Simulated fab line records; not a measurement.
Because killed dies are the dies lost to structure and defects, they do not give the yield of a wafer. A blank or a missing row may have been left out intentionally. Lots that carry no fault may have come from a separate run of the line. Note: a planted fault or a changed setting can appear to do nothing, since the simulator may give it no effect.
Split-lot trial :: flow sfq-line :: route with 325 steps; 5 lots, 23 wafers read

ON THE SPLIT
At SFQ_TRILAYER_M3_LITHO_PEB_078 (peb time 60 s), the setting peb-time-s was moved away from the recipe's 60 s on 8 of the 23 wafers read, by +4.8% to +11.5%. All remaining wafers had this setting at the recipe value.

FROM THE SPLIT TO THE READING: what the file shows between them, 2 steps
- SFQ_TRILAYER_M3_LITHO_DEVELOP_077: time 60 s
- SFQ_TRILAYER_M3_BARC_OPEN_METAL_ETCH_100: etches BARC in O2, target depth 125 nm, time 41.7 s

THE READING
M3.cd-nm (the simulator's own value, which no gauge read), in nm, at SFQ_TRILAYER_M3_ETCH_METAL_ETCH_078 (etches Nb in Cl2/Ar, stops on SiO2, target depth 240 nm, time 120 s). The file gives no usual value for it. Across the 15 wafers here that went through the recipe, the average is 501.6 nm and the standard deviation 1 nm.

wafer: L079.1
tool, chamber at the split: litho-track-03, 0
peb-time-s as run, s: 60
against the recipe: recipe
M3.cd-nm, nm: 501.3
against lot-mates on the recipe: -

wafer: L079.2
tool, chamber at the split: litho-track-03, 0
peb-time-s as run, s: 60
against the recipe: recipe
M3.cd-nm, nm: 501
against lot-mates on the recipe: -

wafer: L079.5
tool, chamber at the split: litho-track-03, 0
peb-time-s as run, s: 60
against the recipe: recipe
M3.cd-nm, nm: 500.3
against lot-mates on the recipe: -

wafer: L080.1
tool, chamber at the split: litho-track-02, 0
peb-time-s as run, s: 60
against the recipe: recipe
M3.cd-nm, nm: 502.3
against lot-mates on the recipe: -

wafer: L080.2
tool, chamber at the split: litho-track-02, 0
peb-time-s as run, s: 64.45
against the recipe: +7.4%
M3.cd-nm, nm: 492
against lot-mates on the recipe: -10.1

wafer: L080.3
tool, chamber at the split: litho-track-02, 0
peb-time-s as run, s: 60
against the recipe: recipe
M3.cd-nm, nm: 502
against lot-mates on the recipe: -

wafer: L080.5
tool, chamber at the split: litho-track-02, 0
peb-time-s as run, s: 64.45
against the recipe: +7.4%
M3.cd-nm, nm: 492.1
against lot-mates on the recipe: -10.0

wafer: L080.6
tool, chamber at the split: litho-track-02, 0
peb-time-s as run, s: 64.45
against the recipe: +7.4%
M3.cd-nm, nm: 491.7
against lot-mates on the recipe: -10.4

wafer: L081.1
tool, chamber at the split: litho-track-03, 0
peb-time-s as run, s: 60
against the recipe: recipe
M3.cd-nm, nm: 501.4
against lot-mates on the recipe: -

wafer: L081.2
tool, chamber at the split: litho-track-03, 0
peb-time-s as run, s: 60
against the recipe: recipe
M3.cd-nm, nm: 501.1
against lot-mates on the recipe: -

wafer: L081.3
tool, chamber at the split: litho-track-03, 0
peb-time-s as run, s: 60
against the recipe: recipe
M3.cd-nm, nm: 503.5
against lot-mates on the recipe: -

wafer: L081.4
tool, chamber at the split: litho-track-03, 0
peb-time-s as run, s: 66.9
against the recipe: +11.5%
M3.cd-nm, nm: 486.4
against lot-mates on the recipe: -15.6

wafer: L081.5
tool, chamber at the split: litho-track-03, 0
peb-time-s as run, s: 66.9
against the recipe: +11.5%
M3.cd-nm, nm: 486.7
against lot-mates on the recipe: -15.3

wafer: L083.2
tool, chamber at the split: litho-track-03, 0
peb-time-s as run, s: 60
against the recipe: recipe
M3.cd-nm, nm: 499.9
against lot-mates on the recipe: -

wafer: L083.3
tool, chamber at the split: litho-track-03, 0
peb-time-s as run, s: 60
against the recipe: recipe
M3.cd-nm, nm: 500.8
against lot-mates on the recipe: -

wafer: L083.4
tool, chamber at the split: litho-track-03, 0
peb-time-s as run, s: 60
against the recipe: recipe
M3.cd-nm, nm: 502.5
against lot-mates on the recipe: -

wafer: L083.5
tool, chamber at the split: litho-track-03, 0
peb-time-s as run, s: 60
against the recipe: recipe
M3.cd-nm, nm: 502
against lot-mates on the recipe: -

wafer: L083.6
tool, chamber at the split: litho-track-03, 0
peb-time-s as run, s: 60
against the recipe: recipe
M3.cd-nm, nm: 501.1
against lot-mates on the recipe: -

wafer: L084.1
tool, chamber at the split: litho-track-02, 0
peb-time-s as run, s: 60
against the recipe: recipe
M3.cd-nm, nm: 503.8
against lot-mates on the recipe: -

wafer: L084.2
tool, chamber at the split: litho-track-02, 0
peb-time-s as run, s: 62.91
against the recipe: +4.8%
M3.cd-nm, nm: 495.5
against lot-mates on the recipe: -7.2

wafer: L084.3
tool, chamber at the split: litho-track-02, 0
peb-time-s as run, s: 60
against the recipe: recipe
M3.cd-nm, nm: 501.6
against lot-mates on the recipe: -

wafer: L084.4
tool, chamber at the split: litho-track-02, 0
peb-time-s as run, s: 62.91
against the recipe: +4.8%
M3.cd-nm, nm: 495
against lot-mates on the recipe: -7.7

wafer: L084.6
tool, chamber at the split: litho-track-02, 0
peb-time-s as run, s: 62.91
against the recipe: +4.8%
M3.cd-nm, nm: 494.6
against lot-mates on the recipe: -8.1

THE FIT
A straight line over all 23 wafers: M3.cd-nm changes by -1.32 nm for each +1% of peb-time-s; r = -0.99; the points scatter about the line by 0.9 nm.
The same after taking each lot's own level away (the mean of its wafers on the recipe; 23 wafers): -1.38 nm for each +1%; r = -0.99; scatter 0.82 nm.
That fit puts the effect of the largest move of peb-time-s on the reading at 16 nm.
Measured against the standard deviation above, the lots' own levels, which go from 500.87 to 502.70 nm, span 1.8 times it.
Hence the lot-to-lot level has little effect on the slope; both slopes agree.
Check: -16.1 nm against its lot-mates is what the line predicts for one of the wafers moved furthest among these (+11.5%) when that wafer is left out of the fit. It came out at -15.6 nm against them.

FURTHER SPLITS ON THESE WAFERS
Note: prior to the reading, these wafers also went through further splits. Each is held against what the fit with the lots' levels taken away leaves over:
other split on the same wafers: SFQ_TRILAYER_M2_LITHO_PEB_060 peb-temp-c
wafers away from the commonest value: 9
r with M3.cd-nm (lot level and that fit taken away): -0.11

other split on the same wafers: SFQ_TRILAYER_I2_VIA_LITHO_EXPOSE_068 dose-mj
wafers away from the commonest value: 8
r with M3.cd-nm (lot level and that fit taken away): -0.10

other split on the same wafers: SFQ_TRILAYER_M3_LITHO_COAT_080 resist-thk-nm
wafers away from the commonest value: 6
r with M3.cd-nm (lot level and that fit taken away): +0.02

THE WHOLE CHAIN: every reading that the file lists as answering this split, in the file's order
step: SFQ_TRILAYER_M3_BARC_OPEN_METAL_ETCH_100
what it does: etches BARC in O2, target depth 125 nm, time 41.7 s
reading: M3.cd-nm (the simulator's own value, which no gauge read)
change (the file's fit): -1.32 nm for each +1% of the setting
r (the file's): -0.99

step: SFQ_TRILAYER_M3_ETCH_METAL_ETCH_078
what it does: etches Nb in Cl2/Ar, stops on SiO2, target depth 240 nm, time 120 s
reading: M3.cd-nm (the simulator's own value, which no gauge read)
change (the file's fit): -1.38 nm for each +1% of the setting
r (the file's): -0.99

THE FILE'S OWN FIT
M3.cd-nm changes by -1.38 nm for each +1% of peb-time-s, r = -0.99.
